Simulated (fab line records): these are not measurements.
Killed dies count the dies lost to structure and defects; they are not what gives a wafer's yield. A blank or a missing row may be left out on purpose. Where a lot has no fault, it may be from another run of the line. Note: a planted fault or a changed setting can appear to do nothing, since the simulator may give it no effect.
fab line records | flow sky130
record: lots: 10 | wafers: 30 | lastDay: 50
route steps=708 shown VIA1@480 METAL2@498 VIA2@521 METAL3@535 PAD_OPEN@708
lots that met no fault: from a run of the same line without faults
startH: start of the lot's first displayed wafer, in hours after the record's first day | waitH: hours elapsed since this lot's preceding step | " same as the row above | L1.1+2: several wafers, shown together as one row | - either no value or no given start | * or withheld: withheld | < > ~ a bound
route shown NAME@n: a module of which the file shows steps, and the number in the route of the first | usual: the fault-free wafers' mean and standard deviation | same: alike in all rows | chamber/n: place in a boat | sites: per-site readings | _std_site: the values' standard deviation | _edge_site: inner sites' mean taken away from outer sites' mean | radiusMm: how far each site lies from the wafer's centre | mask NAME#n: copy n | behind: the tool/chamber that last shaped the wafer | hold: reason for holding the lot/hours on hold/outcome of the hold | device: transistor that didn't switch, given as n, p or np | end of line: the tests these same wafers got at the end of their route | a step given without rows: its recipe and nothing more | killed: the dies lost at the first sort to structure and to defects; this is not the yield of the wafer | map: shows each die of a wafer: x if killed, . if not, _ if none is there
set.NAME: the setting the step ran with; set.NAME@STEP: the setting that earlier step ran with | model.NAME: the simulator's own value behind a step, which no gauge read
one table for each step of the route and one row for each wafer, over a sample of lots
services: a tool's chamber out of use, with start hour (startH, from the record's first day; less than 0 if before it), hours out, and reason
== steps ==
step: SKY_VIA1_RS_MEAS_22
recipe: thkMeasGauge: four-point-probe | reads: W_of_VIA1_CVD_21+TiN_of_VIA1_SPUTTER_20
usual: VIA1_W_RS: 0.426/0.0056
lot.wafer | tool         | chamber | startH | waitH | VIA1_W_RS[ohm/sq]
L283.1    | filmMetro-03 | -       | 795.65 | 0.1   | 0.430
L283.3    | "            | -       | "      | "     | 0.429
L283.5    | "            | -       | "      | "     | 0.429
L284.3    | filmMetro-02 | -       | 818.76 | 0.1   | 0.428
L284.4    | "            | -       | "      | "     | 0.424
L284.5    | "            | -       | "      | "     | 0.432
L286.2    | filmMetro-01 | -       | 829.56 | 0.1   | 0.429
L286.3    | "            | -       | "      | "     | 0.426
L286.5    | "            | -       | "      | "     | 0.428
L288.2    | filmMetro-01 | -       | 831.52 | 0.1   | 0.434
L288.5    | "            | -       | "      | "     | 0.431
L288.6    | "            | -       | "      | "     | 0.433
L289.4    | filmMetro-03 | -       | 849.17 | 0.1   | 0.429
L289.5    | "            | -       | "      | "     | 0.431
L289.6    | "            | -       | "      | "     | 0.423
L294.3    | filmMetro-02 | -       | 881.91 | 0.1   | 0.426
L294.5    | "            | -       | "      | "     | 0.425
L294.6    | "            | -       | "      | "     | 0.423
L298.2    | filmMetro-01 | -       | 906.82 | 0.1   | 0.425
L298.3    | "            | -       | "      | "     | 0.425
L298.5    | "            | -       | "      | "     | 0.428
L300.1    | filmMetro-01 | -       | 919.95 | 0.1   | 0.429
L300.4    | "            | -       | "      | "     | 0.428
L300.5    | "            | -       | "      | "     | 0.428
L303.1    | filmMetro-01 | -       | 937.84 | 0.1   | 0.423
L303.2    | "            | -       | "      | "     | 0.418
L303.4    | "            | -       | "      | "     | 0.412
L305.3    | filmMetro-02 | -       | 948.44 | 0.1   | 0.429
L305.5    | "            | -       | "      | "     | 0.429
L305.6    | "            | -       | "      | "     | 0.419
step: SKY_METAL2_CD_MEAS_15
recipe: targetCdNm: 140
usual: cdNm: 140.2/1.5
lot.wafer | tool     | chamber | startH | waitH | cdNm
L283.1    | cdSem-01 | -       | 822.68 | -     | 138.6
L283.3    | "        | -       | "      | "     | 139.3
L283.5    | "        | -       | "      | "     | 140.0
L284.3    | cdSem-02 | -       | 846.25 | -     | 139.4
L284.4    | "        | -       | "      | "     | 139.6
L284.5    | "        | -       | "      | "     | 140.7
L286.2    | cdSem-02 | -       | 856.60 | -     | 140.3
L286.3    | "        | -       | "      | "     | 138.1
L286.5    | "        | -       | "      | "     | 138.9
L288.2    | cdSem-02 | -       | 858.35 | -     | 140.3
L288.5    | "        | -       | "      | "     | 139.9
L288.6    | "        | -       | "      | "     | 140.3
L289.4    | cdSem-01 | -       | 876.62 | -     | 138.0
L289.5    | "        | -       | "      | "     | 138.4
L289.6    | "        | -       | "      | "     | 140.8
L294.3    | cdSem-02 | -       | 907.95 | -     | 141.9
L294.5    | "        | -       | "      | "     | 143.0
L294.6    | "        | -       | "      | "     | 143.0
L298.2    | cdSem-02 | -       | 931.49 | -     | 140.9
L298.3    | "        | -       | "      | "     | 142.5
L298.5    | "        | -       | "      | "     | 140.0
L300.1    | cdSem-02 | -       | 946.81 | -     | 142.1
L300.4    | "        | -       | "      | "     | 142.5
L300.5    | "        | -       | "      | "     | 142.3
L303.1    | cdSem-01 | -       | 963.22 | -     | 139.2
L303.2    | "        | -       | "      | "     | 139.5
L303.4    | "        | -       | "      | "     | 139.3
L305.3    | cdSem-02 | -       | 973.63 | -     | 141.4
L305.5    | "        | -       | "      | "     | 142.4
L305.6    | "        | -       | "      | "     | 140.1
step: SKY_VIA2_ETCH_14
recipe: chemistry: N2/H2 | target: BARC | ionEnergyEv: 200 | sourceW: 500 | biasW: 100 | pressureMtorr: 30 | n2FlowSccm: 100 | h2FlowSccm: 200 | stopOn: SiO2 | timeS: 45.9 | targetDepthA: 600
usual: chamberPressureMTorr: 30.001/0.026 | drypumpMotorCurrentA: 6.0/0.38 | oesProductAu: 0.854/0.0048 | runLengthS: 74.2/0.51 | throttleValvePct: 13.225/0.0096
lot.wafer | tool       | chamber | startH | waitH | chamberPressureMTorr | drypumpMotorCurrentA | oesProductAu | rfHoursCounterH | runLengthS | throttleValvePct
L283.1    | rieDiel-01 | 3       | 850.66 | 0.0   | 30.015               | 6.0                  | 0.862        | 2               | 74.9       | 13.216
L283.3    | "          | 1       | "      | "     | 30.002               | 5.9                  | 0.857        | 12              | 73.6       | 13.225
L283.5    | "          | 0       | "      | "     | 30.015               | 6.4                  | 0.856        | -               | 74.0       | 13.222
L284.3    | rieDiel-03 | 3       | 873.55 | 0.0   | 29.997               | 5.9                  | 0.855        | 21              | 74.4       | 13.228
L284.4    | "          | 0       | "      | "     | 29.994               | 5.2                  | 0.857        | 22              | 74.9       | 13.227
L284.5    | "          | 1       | "      | "     | 29.980               | 6.1                  | 0.853        | -               | 74.3       | 13.217
L286.2    | rieDiel-02 | 0       | 884.07 | 0.0   | 30.028               | 6.2                  | 0.852        | 8               | 74.6       | 13.240
L286.3    | "          | 1       | "      | "     | 29.992               | 6.5                  | 0.851        | 17              | 74.2       | 13.232
L286.5    | "          | 1       | "      | "     | 30.034               | 6.5                  | 0.848        | -               | 74.1       | 13.236
L288.2    | rieDiel-01 | 2       | 885.02 | 0.0   | 30.001               | 5.3                  | 0.856        | 18              | 74.5       | 13.226
L288.5    | "          | 3       | "      | "     | 29.991               | 6.0                  | 0.855        | -               | 75.1       | 13.224
L288.6    | "          | 0       | "      | "     | 30.015               | 6.4                  | 0.853        | -               | 73.8       | 13.220
L289.4    | rieDiel-03 | 1       | 904.16 | 0.0   | 29.977               | 6.1                  | 0.847        | 17              | 74.0       | 13.229
L289.5    | "          | 2       | "      | "     | 29.998               | 5.8                  | 0.858        | -               | 73.6       | 13.222
L289.6    | "          | 1       | "      | "     | 29.956               | 6.1                  | 0.857        | -               | 74.6       | 13.227
L294.3    | rieDiel-03 | 3       | 933.73 | 0.0   | 29.990               | 5.9                  | 0.756        | 23              | 85.9       | 13.223
L294.5    | "          | 3       | "      | "     | 30.007               | 5.9                  | 0.755        | -               | 86.5       | 13.222
L294.6    | "          | 2       | "      | "     | 29.997               | 5.8                  | 0.753        | -               | 85.2       | 13.213
L298.2    | rieDiel-03 | 0       | 957.33 | 0.0   | 30.010               | 5.2                  | 0.759        | 25              | 86.5       | 13.211
L298.3    | "          | 1       | "      | "     | 29.984               | 6.1                  | 0.751        | 18              | 86.0       | 13.207
L298.5    | "          | 3       | "      | "     | 30.015               | 5.8                  | 0.753        | -               | 86.2       | 13.202
L300.1    | rieDiel-01 | 2       | 973.27 | 0.0   | 29.955               | 5.3                  | 0.861        | 20              | 74.4       | 13.241
L300.4    | "          | 1       | "      | "     | 29.978               | 5.9                  | 0.858        | 16              | 73.4       | 13.230
L300.5    | "          | 3       | "      | "     | 29.981               | 6.0                  | 0.861        | -               | 74.7       | 13.226
L303.1    | rieDiel-01 | 0       | 988.43 | 0.0   | 29.987               | 6.4                  | 0.854        | 3               | 73.8       | 13.226
L303.2    | "          | 3       | "      | "     | 30.016               | 6.0                  | 0.862        | 7               | 74.8       | 13.209
L303.4    | "          | 1       | "      | "     | 29.997               | 5.9                  | 0.854        | 16              | 73.4       | 13.220
L305.3    | rieDiel-01 | 1       | 999.02 | 0.0   | 30.065               | 5.9                  | 0.859        | 16              | 73.6       | 13.237
L305.5    | "          | 1       | "      | "     | 29.998               | 5.9                  | 0.847        | -               | 73.8       | 13.237
L305.6    | "          | 0       | "      | "     | 30.015               | 6.4                  | 0.853        | -               | 74.1       | 13.222
step: SKY_VIA2_STRIP_16
recipe: chemistry: O2/N2 | powerW: 1400 | pressureMtorr: 1500 | platenTempC: withheld | o2FlowSccm: 3000 | n2FlowSccm: 300 | overashFraction: 0.5
usual: chamberPressureMTorr: 1500.1/1.3 | drypumpMotorCurrentA: 5.6/0.69 | oesProductAu: 0.399/0.0048 | stripTimeToEndpointS: 4.042/0.025
lot.wafer | tool           | chamber | startH | waitH | chamberPressureMTorr | drypumpMotorCurrentA | oesProductAu | rfHoursCounterH | stripTimeToEndpointS
L283.1    | plasmaAsher-04 | 1       | 850.77 | 0.0   | 1501.6               | 6.7                  | 0.400        | 43              | 4.089
L283.3    | "              | 0       | "      | "     | 1500.9               | 5.1                  | 0.397        | -               | 4.034
L283.5    | "              | 1       | "      | "     | 1499.5               | 6.7                  | 0.391        | -               | 4.007
L284.3    | plasmaAsher-02 | 0       | 873.69 | 0.1   | 1501.7               | 5.8                  | 0.400        | -               | 4.022
L284.4    | "              | 1       | "      | "     | 1502.6               | 6.4                  | 0.401        | -               | 4.018
L284.5    | "              | 1       | "      | "     | 1498.4               | 6.4                  | 0.404        | -               | 4.010
L286.2    | plasmaAsher-04 | 1       | 884.18 | 0.0   | 1502.0               | 6.7                  | 0.404        | 46              | 4.085
L286.3    | "              | 0       | "      | "     | 1499.6               | 5.1                  | 0.398        | -               | 4.049
L286.5    | "              | 1       | "      | "     | 1499.8               | 6.7                  | 0.395        | -               | 4.048
L288.2    | plasmaAsher-01 | 1       | 885.13 | 0.0   | 1501.4               | 5.2                  | 0.394        | 14              | 3.995
L288.5    | "              | 1       | "      | "     | 1502.0               | 5.2                  | 0.389        | -               | 4.026
L288.6    | "              | 0       | "      | "     | 1500.1               | 4.8                  | 0.392        | -               | 4.021
L289.4    | plasmaAsher-04 | 0       | 904.30 | 0.1   | 1498.7               | 5.1                  | 0.398        | -               | 4.058
L289.5    | "              | 0       | "      | "     | 1500.7               | 5.1                  | 0.402        | -               | 4.060
L289.6    | "              | 1       | "      | "     | 1500.6               | 6.7                  | 0.403        | -               | 4.047
L294.3    | plasmaAsher-01 | 1       | 933.86 | 0.1   | 1499.9               | 5.2                  | 0.393        | -               | 3.936
L294.5    | "              | 1       | "      | "     | 1499.4               | 5.2                  | 0.395        | -               | 3.976
L294.6    | "              | 0       | "      | "     | 1499.2               | 4.8                  | 0.391        | -               | 3.914
L298.2    | plasmaAsher-04 | 1       | 957.43 | 0.0   | 1500.8               | 6.7                  | 0.395        | 53              | 3.886
L298.3    | "              | 1       | "      | "     | 1500.0               | 6.7                  | 0.387        | -               | 3.914
L298.5    | "              | 1       | "      | "     | 1499.9               | 6.7                  | 0.394        | -               | 3.929
L300.1    | plasmaAsher-01 | 0       | 973.37 | 0.0   | 1498.7               | 4.9                  | 0.403        | 23              | 4.028
L300.4    | "              | 1       | "      | "     | 1498.0               | 5.2                  | 0.400        | -               | 4.017
L300.5    | "              | 0       | "      | "     | 1500.6               | 4.9                  | 0.405        | -               | 4.010
L303.1    | plasmaAsher-02 | 1       | 988.53 | 0.0   | 1497.9               | 6.5                  | 0.410        | 115             | 4.040
L303.2    | "              | 0       | "      | "     | 1498.5               | 5.8                  | 0.404        | 115             | 4.017
L303.4    | "              | 1       | "      | "     | 1500.3               | 6.5                  | 0.404        | -               | 4.021
L305.3    | plasmaAsher-01 | 1       | 999.15 | 0.1   | 1501.7               | 5.2                  | 0.397        | -               | 4.042
L305.5    | "              | 0       | "      | "     | 1500.0               | 4.8                  | 0.402        | -               | 4.054
L305.6    | "              | 1       | "      | "     | 1500.5               | 5.2                  | 0.390        | -               | 4.049
step: SKY_METAL3_SPUTTER_03
recipe: material: Ti | targetThkNm: 5 | powerW: 3000 | timeS: 3.3 | chamberPressurePa: 0.4
usual: throttleValvePct: 30.4/1.1
lot.wafer | tool          | chamber | startH  | waitH | throttleValvePct
L283.1    | pvdSputter-04 | -       | 852.33  | 0.0   | 29.3
L283.3    | "             | -       | "       | "     | 31.2
L283.5    | "             | -       | "       | "     | 29.0
L284.3    | pvdSputter-03 | -       | 875.09  | 0.0   | 30.3
L284.4    | "             | -       | "       | "     | 29.8
L284.5    | "             | -       | "       | "     | 30.6
L286.2    | pvdSputter-04 | -       | 885.53  | 0.0   | 31.6
L286.3    | "             | -       | "       | "     | 28.3
L286.5    | "             | -       | "       | "     | 31.3
L288.2    | pvdSputter-04 | -       | 886.48  | 0.0   | 31.7
L288.5    | "             | -       | "       | "     | 31.4
L288.6    | "             | -       | "       | "     | 28.3
L289.4    | pvdSputter-01 | -       | 905.65  | 0.0   | 28.4
L289.5    | "             | -       | "       | "     | 31.3
L289.6    | "             | -       | "       | "     | 28.2
L294.3    | pvdSputter-03 | -       | 935.21  | 0.0   | 29.9
L294.5    | "             | -       | "       | "     | 29.9
L294.6    | "             | -       | "       | "     | 31.2
L298.2    | pvdSputter-04 | -       | 958.79  | 0.0   | 28.6
L298.3    | "             | -       | "       | "     | 29.4
L298.5    | "             | -       | "       | "     | 28.6
L300.1    | pvdSputter-03 | -       | 974.78  | 0.0   | 31.3
L300.4    | "             | -       | "       | "     | 29.9
L300.5    | "             | -       | "       | "     | 30.3
L303.1    | pvdSputter-01 | -       | 989.88  | 0.0   | 32.3
L303.2    | "             | -       | "       | "     | 30.5
L303.4    | "             | -       | "       | "     | 31.4
L305.3    | pvdSputter-01 | -       | 1000.63 | 0.0   | 28.4
L305.5    | "             | -       | "       | "     | 28.4
L305.6    | "             | -       | "       | "     | 31.4
step: SKY_PAD_OPEN_PROBE_99
usual: defectLimitedYield: 82.4/2 | killed_at_M0_to_M3: 44/7.4 | killed_at_M4_up: 3.1/1.8 | killedAtContacts: 24/5.6 | killedAtFrontEnd: 15/4.9 | killedAtOther: 0.4/0.59 | killedDies: 87/9.8 | killedOpen: 47/7.2 | killedShort: 39/6.8 | sort_bin_3_pad_short: 0.9/0.41 | sort_bin_5_function: 10.3/1.6 | sort_bin_6_memory: 6.5/1.1 | sortNPass: 405/9.8 | sortYieldPct: 82.4/2
same: grossDies: 492 | killedAtBackSide: 0 | sort_bin_4_leakage[%]: 0 | sort_bin_8_speed[%]: 0
lot.wafer | tool      | chamber | startH  | waitH | defectLimitedYield[%] | killed_at_M0_to_M3 | killed_at_M4_up | killedAtContacts | killedAtFrontEnd | killedAtOther | killedDies | killedOpen | killedShort | sort_bin_3_pad_short[%] | sort_bin_5_function[%] | sort_bin_6_memory[%] | sortNPass | sortYieldPct[%]
L294.3    | prober-02 | -       | 1146.05 | 0.2   | 82.5                  | 40                 | 2               | 33               | 10               | 1             | 86         | 47         | 39          | 0.6                     | 9.6                    | 7.3                  | 406       | 82.5
L298.3    | prober-02 | -       | 1163.41 | 0.2   | 79.9                  | 50                 | 3               | 23               | 23               | 0             | 99         | 52         | 45          | 0.8                     | 12.8                   | 6.5                  | 393       | 79.9
killed by level:class
L294.3 CONTACT:geometricParticle:open=13 VIA2:geometricParticle:open=11 VIA1:geometricParticle:open=7 LI_CONTACT:geometricParticle:open=6 FIELD_ISO:geometricParticle:short=5 LOCAL_INTERCONNECT:geometricParticle:short=5 CONTACT:geometricParticle:short=5 LI_CONTACT:geometricParticle:short=4
L298.3 LI_CONTACT:geometricParticle:open=11 VIA1:geometricParticle:open=8 FIELD_ISO:geometricParticle:short=7 METAL2:geometricParticle:short=7 CONTACT:geometricParticle:open=6 METAL1:geometricParticle:short=6 VIA3:geometricParticle:open=6 FIELD_ISO:geometricParticle:open=5
== services ==
tool           | chamber | startH | hours | kind
rieDiel-01     | 3       | 832.08 | 8.4   | repair
rieDiel-03     | 0       | 846.31 | 8.6   | repair
pvdSputter-01  | 0       | 849.72 | -     | consumableReplace:kit
pvdSputter-01  | 0       | 849.72 | 18.0  | scheduledDown
pvdSputter-01  | 0       | 849.72 | 18.0  | ventCycle
pvdSputter-01  | -       | 856.86 | 5.8   | repair
rieDiel-01     | 0       | 860.49 | -     | clean
rieDiel-01     | 0       | 860.49 | 16.2  | scheduledDown
rieDiel-01     | 0       | 860.49 | 16.2  | ventCycle
rieDiel-02     | 3       | 884.00 | 3.5   | repair
rieDiel-03     | 3       | 894.44 | 9.1   | repair
plasmaAsher-04 | -       | 910.51 | 2.9   | repair
pvdSputter-04  | -       | 911.24 | 1.8   | repair
pvdSputter-03  | -       | 920.58 | 4.2   | repair
pvdSputter-03  | 3       | 926.03 | -     | consumableReplace:kit
pvdSputter-03  | 3       | 926.03 | 18.0  | scheduledDown
pvdSputter-03  | 3       | 926.03 | 18.0  | ventCycle
plasmaAsher-04 | -       | 945.42 | 1.1   | repair
plasmaAsher-02 | -       | 951.60 | 0.8   | repair
pvdSputter-04  | 2       | 964.54 | -     | consumableReplace:kit
pvdSputter-04  | 2       | 964.54 | 18.0  | scheduledDown
pvdSputter-04  | 2       | 964.54 | 18.0  | ventCycle
pvdSputter-01  | 3       | 968.65 | -     | consumableReplace:kit
pvdSputter-01  | 3       | 968.65 | 18.0  | scheduledDown
== key ==
firstSign: step: SKY_VIA2_ETCH_14 | reading: runLengthS | direction: up | sigmas: 23 | usual: * | struck: *
effect: step: SKY_VIA2_ETCH_14 | reading: oesProductAu | direction: down | sigmas: 21 | usual: 0.854 | struck: 0.754
effect: step: SKY_VIA2_STRIP_16 | reading: stripTimeToEndpointS | direction: down | sigmas: 4.6 | usual: * | struck: *
metAt SKY_VIA2_ETCH_14
struckLots L294,L298
notActingAt SKY_VIA1_RS_MEAS_22,SKY_METAL2_CD_MEAS_15,SKY_METAL3_SPUTTER_03
onsetBetween 904.16 933.73
fault: kind: processParameterDrift | tool: rieDiel-03 | chamber: - | onsetH: 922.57 | steps: SKY_VIA2_ETCH_14 | channel: timeS | offset: * | shape: step | endH: 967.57 | actsIn: * | stated: *
